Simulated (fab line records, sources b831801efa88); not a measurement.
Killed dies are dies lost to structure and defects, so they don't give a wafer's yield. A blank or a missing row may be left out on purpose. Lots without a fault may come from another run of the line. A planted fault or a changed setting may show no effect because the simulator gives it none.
Which tool did it? | flow gf180mcu | 13 lots, 39 wafers sampled, at 4 steps of a route of 602

WHAT THE GAUGES READ, wafer by wafer
GF_V4_THK_MEAS_03. Usual: V4_CVD_02_THK 851 nm, standard deviation 13.
lot  | measured     | on            | V4_CVD_02_THK (nm) | flag
L693 | day 23 01:56 | film_metro-03 | 861 873 869        |
L694 | day 24 09:01 | film_metro-03 | 839 831 854        |
L695 | day 24 16:01 | film_metro-01 | 827 832 836        |
L699 | day 25 14:48 | film_metro-02 | 851 846 858        |
L702 | day 26 18:41 | film_metro-02 | 843 848 855        |
L706 | day 27 23:54 | film_metro-02 | 832 846 859        |
L707 | day 28 05:38 | film_metro-01 | 858 841 859        |
L708 | day 28 13:40 | film_metro-03 | 850 844 848        |
L709 | day 28 14:16 | film_metro-02 | 839 860 854        |
L710 | day 29 03:19 | film_metro-01 | 847 881 871        |
L711 | day 29 16:29 | film_metro-01 | 850 852 862        |
L712 | day 29 20:07 | film_metro-01 | 859 867 852        |
L715 | day 30 08:04 | film_metro-03 | 853 877 856        |

GF_MIM_THK_MEAS_06. Usual: MIM_CVD_05_THK 42.2 nm, standard deviation 0.65.
lot  | measured     | on            | MIM_CVD_05_THK (nm) | flag
L693 | day 24 02:47 | film_metro-04 | 42.2 43.1 41.6      |
L694 | day 25 09:05 | film_metro-04 | 42.0 41.5 41.7      |
L695 | day 25 16:23 | film_metro-01 | 41.6 41.2 42.2      |
L699 | day 26 13:19 | film_metro-04 | 41.8 41.1 42.3      |
L702 | day 27 16:56 | film_metro-03 | 41.8 42.6 42.2      |
L706 | day 28 21:41 | film_metro-01 | 43.0 43.4 44.1      |
L707 | day 29 03:20 | film_metro-04 | 41.4 41.8 42.4      |
L708 | day 29 10:37 | film_metro-01 | 41.5 42.0 41.9      |
L709 | day 29 11:21 | film_metro-04 | 41.8 41.9 42.8      |
L710 | day 30 00:36 | film_metro-03 | 41.8 42.1 43.5      |
L711 | day 30 13:41 | film_metro-04 | 41.9 41.4 42.3      |
L712 | day 30 17:04 | film_metro-03 | 42.2 42.2 43.2      |
L715 | day 31 04:13 | film_metro-04 | 41.6 42.7 42.4      |

WHICH TOOL RAN EACH LOT (tool, then ch and the chambers of the sampled wafers, then the start)
lot  | GF_V4_SPUTTER_22             | GF_MIM_SPUTTER_01
L693 | pvd_sputter-04, day 24 01:45 | pvd_sputter-01, day 24 02:35
L694 | pvd_sputter-03, day 25 08:13 | pvd_sputter-04, day 25 08:56
L695 | pvd_sputter-02, day 25 15:31 | pvd_sputter-01, day 25 16:14
L699 | pvd_sputter-02, day 26 12:26 | pvd_sputter-01, day 26 13:10
L702 | pvd_sputter-02, day 27 16:03 | pvd_sputter-03, day 27 16:47
L706 | pvd_sputter-03, day 28 20:42 | pvd_sputter-03, day 28 21:32
L707 | pvd_sputter-04, day 29 02:28 | pvd_sputter-01, day 29 03:11
L708 | pvd_sputter-03, day 29 09:35 | pvd_sputter-04, day 29 10:26
L709 | pvd_sputter-03, day 29 10:28 | pvd_sputter-03, day 29 11:12
L710 | pvd_sputter-04, day 29 23:36 | pvd_sputter-03, day 30 00:27
L711 | pvd_sputter-02, day 30 12:41 | pvd_sputter-03, day 30 13:32
L712 | pvd_sputter-02, day 30 16:09 | pvd_sputter-01, day 30 16:53
L715 | pvd_sputter-02, day 31 03:20 | pvd_sputter-04, day 31 04:04
- GF_V4_SPUTTER_22: material TiN, target thk 10 nm, time 40 s.
- GF_MIM_SPUTTER_01: material TiN, target thk 30 nm, time 25 s.

WHAT THE TOOLS THEMSELVES READ (means of the sampled wafers that have a number; where no wafer has one, the mark that the record gives instead)
GF_V4_SPUTTER_22. Usual: chamber_pressure_pa 4.999 Pa, standard deviation 0.0099; throttle_valve_pct 30.2 %, standard deviation 0.89.
lot  | tool           | chamber_pressure_pa (Pa) | throttle_valve_pct (%) | flag
L693 | pvd_sputter-04 | 5.009                    | 30.2                   |
L694 | pvd_sputter-03 | 4.998                    | 29.7                   |
L695 | pvd_sputter-02 | 5.008                    | 30.1                   |
L699 | pvd_sputter-02 | 5.002                    | 30.8                   |
L702 | pvd_sputter-02 | 4.843                    | 30.3                   | OFF
L706 | pvd_sputter-03 | 4.990                    | 30.4                   |
L707 | pvd_sputter-04 | 4.998                    | 29.7                   |
L708 | pvd_sputter-03 | 4.996                    | 29.6                   |
L709 | pvd_sputter-03 | 5.002                    | 29.7                   |
L710 | pvd_sputter-04 | 5.000                    | 29.9                   |
L711 | pvd_sputter-02 | 5.001                    | 30.4                   |
L712 | pvd_sputter-02 | 5.001                    | 31.1                   |
L715 | pvd_sputter-02 | 4.996                    | 31.3                   |

GF_MIM_SPUTTER_01. Usual: chamber_pressure_pa 0.4001 Pa, standard deviation 0.00086; throttle_valve_pct 30.1 %, standard deviation 0.67.
lot  | tool           | chamber_pressure_pa (Pa) | throttle_valve_pct (%) | flag
L693 | pvd_sputter-01 | 0.4001                   | 30.3                   |
L694 | pvd_sputter-04 | 0.4009                   | 30.6                   |
L695 | pvd_sputter-01 | 0.4001                   | 30.3                   |
L699 | pvd_sputter-01 | 0.3999                   | 30.4                   |
L702 | pvd_sputter-03 | 0.4001                   | 30.0                   |
L706 | pvd_sputter-03 | 0.3991                   | 30.0                   |
L707 | pvd_sputter-01 | 0.4003                   | 30.3                   |
L708 | pvd_sputter-04 | 0.4000                   | 30.2                   |
L709 | pvd_sputter-03 | 0.3995                   | 30.2                   |
L710 | pvd_sputter-03 | 0.4004                   | 30.4                   |
L711 | pvd_sputter-03 | 0.3993                   | 29.5                   |
L712 | pvd_sputter-01 | 0.4005                   | 30.3                   |
L715 | pvd_sputter-04 | 0.4006                   | 30.5                   |

THE ANSWER, worked out from the rows above alone
Rule: a lot is off if the mean of its wafers that have a number lies more than 3 standard deviations from the usual mean. A lot without any number at a reading at which 4 lots or more have one is off too. The other lots that the step has rows for count as sound. The gauges are gone through in route order, then the tools' own readings, and for those a lot's mean is taken as printed above. The first step at which some lot is off is used, and at that step the reading that is off furthest; a lot without a number counts as furthest.
Off: L702, at GF_V4_SPUTTER_22 (chamber_pressure_pa).
A tool fits if, at that step or a process step before it, it ran every lot that is off, and no sound lot after the first of them. None of those tried fits.

WHAT THE SIMULATOR HAD PUT IN
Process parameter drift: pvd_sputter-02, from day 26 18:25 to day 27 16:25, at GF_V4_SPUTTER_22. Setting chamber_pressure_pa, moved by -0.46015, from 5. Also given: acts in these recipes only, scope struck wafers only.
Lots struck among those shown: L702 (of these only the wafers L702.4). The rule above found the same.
